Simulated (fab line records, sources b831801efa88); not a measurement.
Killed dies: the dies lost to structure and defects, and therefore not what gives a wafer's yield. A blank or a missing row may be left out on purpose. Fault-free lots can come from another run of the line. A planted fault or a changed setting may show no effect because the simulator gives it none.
Code-filled problem report in 8D (eight disciplines) form / flow sfq-line / the parts of the form that need people (team, actions taken, sign-off) are left out

## 1. PROBLEM STATEMENT
M7_NB_RS at SFQ_M7_RS_MEAS_943 reads a mean of 0.602 ohm/sq on 1 wafer of 1 lot; wafers without a fault read 0.895 ohm/sq with a standard deviation of 0.012. That is -24 standard deviations from the usual mean.
The step: measures by four-point-probe.
First seen on wafer L789.6, day 66 23:52, on film-metro-01. The record has a number at this step for 39 wafers belonging to 13 lots. By rule, "out" or "out of limits" means more than 4 standard deviations away from the usual mean. All remaining wafers that have a number are taken as sound.

## 2. WHAT THIS IS AND IS NOT
question=which readings at this step | is=M7_NB_RS | is not=-
question=which lots | is=L789 | is not=L773, L774, L775, L776, L777, L778, L779, L780, L782, L793, L794, L796
question=which wafers of those lots | is=L789.6 | is not=L789.1, L789.3
question=read on which gauges | is=film-metro-01 | is not=film-metro-02, film-metro-04
question=when | is=from day 66 23:52 | is not=up to then (29 sound wafers); but 9 sound wafers of L793, L794, L796 came after

## 3. THE SUSPECTS, EACH WITH WHAT RULES IT OUT
Counting: any tool at a process step up to the reading remains a suspect provided it ran every lot that is out. Sound lots after the first of them don't rule it out here, since some wafers of a struck lot are sound.
- the gauge at SFQ_M7_RS_MEAS_943: ruled out. All the wafers that are out were read on film-metro-01, but those of them that SFQ_TRILAYER_M7_ETCH_METAL_ETCH_180 has rows for are out there too, on other tools.
- rie-metal-03 at SFQ_TRILAYER_M5_ETCH_METAL_ETCH_126 (etches Nb in Cl2/BCl3, stops on SiO2, time 203.2 s, target depth 265 nm): kept. It processed L789, the lot that is out, at day 51 07:21, and its most recent sound lot before then was L779 at day 48 08:45.
- pvd-sputter-05 at SFQ_TRILAYER_R5_DEP_SPUTTER_134 (material Ti, target thk 5 nm, time 5 s): kept. It processed L789, the lot that is out, at day 54 00:40, and its most recent sound lot before then was L779 at day 51 05:40.
- pvd-sputter-05 at SFQ_TRILAYER_M7_DEP_SPUTTER_175 (material Nb, target thk 200 nm, time 133.3 s): kept. It processed L789, the lot that is out, at day 66 23:47, and its most recent sound lot before then was L776 at day 63 10:31.
- At SFQ_TRILAYER_M5_ETCH_METAL_ETCH_126 on rie-metal-03, chamber 1 took the sound wafers of the same lots and chamber 0 took the wafers that are out.
After the count, these remain: rie-metal-03 at SFQ_TRILAYER_M5_ETCH_METAL_ETCH_126, pvd-sputter-05 at SFQ_TRILAYER_R5_DEP_SPUTTER_134 and pvd-sputter-05 at SFQ_TRILAYER_M7_DEP_SPUTTER_175.

## 4. THE CAUSE (what the simulator had put in)
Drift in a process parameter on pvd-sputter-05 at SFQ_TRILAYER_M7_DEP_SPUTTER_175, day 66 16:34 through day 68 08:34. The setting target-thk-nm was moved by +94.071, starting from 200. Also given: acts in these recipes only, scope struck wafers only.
After counting, 3 suspects remain, this tool included.

## 5. SEQUENCE OF EFFECTS, ordered by route
Each row: a reading whose mean over the struck wafers that have a number lies more than 3 standard deviations from the usual. Only readings whose record carries a usual standard deviation are examined. hours: median over the lots of the time between each lot's start at the first step of this table that gives one and its start at this step. sigmas: the change, counted in usual standard deviations.
hours=0; step=SFQ_M7_RS_MEAS_943; reading=M7_NB_RS; usual=0.895 ohm/sq; on struck wafers=0.602; change=-0.293; sigmas=-24
hours=101; step=SFQ_TRILAYER_M7_ETCH_METAL_ETCH_180; reading=oes-product-au; usual=0.892 a.u.; on struck wafers=0.998; change=+0.106; sigmas=+12
It contains these process steps:
- SFQ_TRILAYER_M7_ETCH_METAL_ETCH_180: etches Nb in Cl2/Ar, stops on SiO2, target depth 240 nm, time 120 s.

## 6. WHAT WOULD HAVE CAUGHT IT SOONER
The first out-of-limits reading at a measuring or inspecting step in this record came at day 66 23:52, 7 hours after the fault's start at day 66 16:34.
An alarm limit of 4 standard deviations would not have fired on the tool readings at SFQ_TRILAYER_M7_DEP_SPUTTER_175 for which the record gives a usual standard deviation, since none of them was out on any struck wafer.
Lots out: 1; all had begun SFQ_TRILAYER_M7_DEP_SPUTTER_175 on pvd-sputter-05 by day 66 23:52. Holding the tool at that point would not have protected any of them.
